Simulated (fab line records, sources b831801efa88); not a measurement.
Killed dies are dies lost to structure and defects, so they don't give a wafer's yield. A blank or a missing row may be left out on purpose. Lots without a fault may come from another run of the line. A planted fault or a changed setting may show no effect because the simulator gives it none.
A struck lot beside a sound one | flow sky130 | 16 steps out of a route of 708
Sound: wafers L431.2, L431.3, L431.6. Struck: wafer L425.4. (L425.2 of the same lot was not struck and is left out.) The cause comes at the end.
At each step with rows: each side's tool, then ch and its chambers, then its first start. Under that, the readings that differ: sound wafers | struck wafers | difference of the means | sigmas: that difference in standard deviations of wafers without a fault.
alike: readings whose means differ by less than 2 such deviations, and words and numbers that are the same on both sides. not compared: withheld readings, readings that some wafer has no value for, bounds like >300 that may hide the same value, and numbers for which the record gives no deviation and whose values overlap.
The two part at a step that has a row with sigmas, a row that says differs or no value, or rows on one side only. Numbers that don't overlap but have no deviation are shown without sigmas and don't part them. A reading that every wafer of one side lacks parts them only if that side has two wafers or more.

first, 2 steps without rows for these wafers: SKY_METAL5_CLEAN_18 (cleans in IPA, time 180 s); SKY_METAL5_CLEAN_19 (cleans in O3/DIW).
SKY_PASSIVATION_CVD_00: deposits SiO2, target thk 90 nm.
  sound on pecvd-01 ch 0,1,2, day 47 09:04; struck on pecvd-02 ch 2, day 46 05:58
  reading            | sound       | struck | difference | sigmas
  rf_fwd_power_W (W) | 591 588 592 | 597    | +7         | +2
  alike: heater_power_outer_w, heater_power_w
SKY_PASSIVATION_THK_MEAS_01:
  sound on film_metro-03, day 47 09:05; struck on film_metro-01, day 46 05:59
  alike: PASSIVATION_CVD_00_THK
SKY_PASSIVATION_CVD_02: deposits Si3N4, target thk 540 nm.
  sound on pecvd-02 ch 0,1, day 47 09:08; struck on pecvd-01 ch 2, day 46 06:02
  reading            | sound             | struck | difference | sigmas
  heater_power_w (W) | 658 568 587       | 887    | +283       | +3
  rf_fwd_power_W (W) | 450.4 448.8 448.1 | 445.7  | -3.4       | -2
SKY_PASSIVATION_THK_MEAS_03:
  sound on film_metro-02, day 47 09:22; struck on film_metro-02, day 46 06:16
  reading                     | sound       | struck | difference | sigmas
  PASSIVATION_CVD_02_THK (nm) | 533 535 543 | 551    | +14        | +2
then, 6 steps without rows for these wafers: SKY_PASSIVATION_DEHYDRATE_04 (time 60 s); SKY_PASSIVATION_HMDS_05 (prime time 60 s); SKY_PASSIVATION_COAT_06 (resist thk 3000 nm); SKY_PASSIVATION_SOFTBAKE_07; SKY_PASSIVATION_EXPOSE_08 (exposes mask NSM, target cd 3000 nm); SKY_PASSIVATION_PEB_09.
SKY_PASSIVATION_DEVELOP_10: develop time 60 s.
  sound on litho_track-03 ch 0, day 48 04:00; struck on litho_track-01 ch 0, day 47 02:00
  alike: chill_plate_temp_C
SKY_PASSIVATION_ETCH_11: etches the open film in CF4/O2, stops on AlCu, target depth 725 nm, time 161.1 s.
  sound on rie_diel-01 ch 0,2,3, day 48 04:44; struck on rie_diel-04 ch 1, day 47 02:39
  reading                      | sound          | struck | difference | sigmas
  model.PASSIVATION.cd_nm (nm) | 2985 2988 2985 | 2968   | -18        |
  alike: drypump_motor_current_A, oes_product_au, rf_fwd_power_W, throttle_valve_pct
  not compared: rf_hours_counter_h
SKY_PASSIVATION_STRIP_12: strips in O2/N2.
  sound on plasma_asher-01 ch 0,1, day 48 04:50; struck on plasma_asher-03 ch 0, day 47 02:46
  alike: drypump_motor_current_A, oes_product_au, strip_time_to_endpoint_s
  not compared: rf_hours_counter_h
SKY_PAD_OPEN_PROBE_99:
  the record has rows for the sound wafers here (prober-01, day 49 01:22) and none for the struck ones

WHERE THEY PART
First at SKY_PASSIVATION_CVD_00; last, within this record, at SKY_PAD_OPEN_PROBE_99.

WHY: what the simulator had put in
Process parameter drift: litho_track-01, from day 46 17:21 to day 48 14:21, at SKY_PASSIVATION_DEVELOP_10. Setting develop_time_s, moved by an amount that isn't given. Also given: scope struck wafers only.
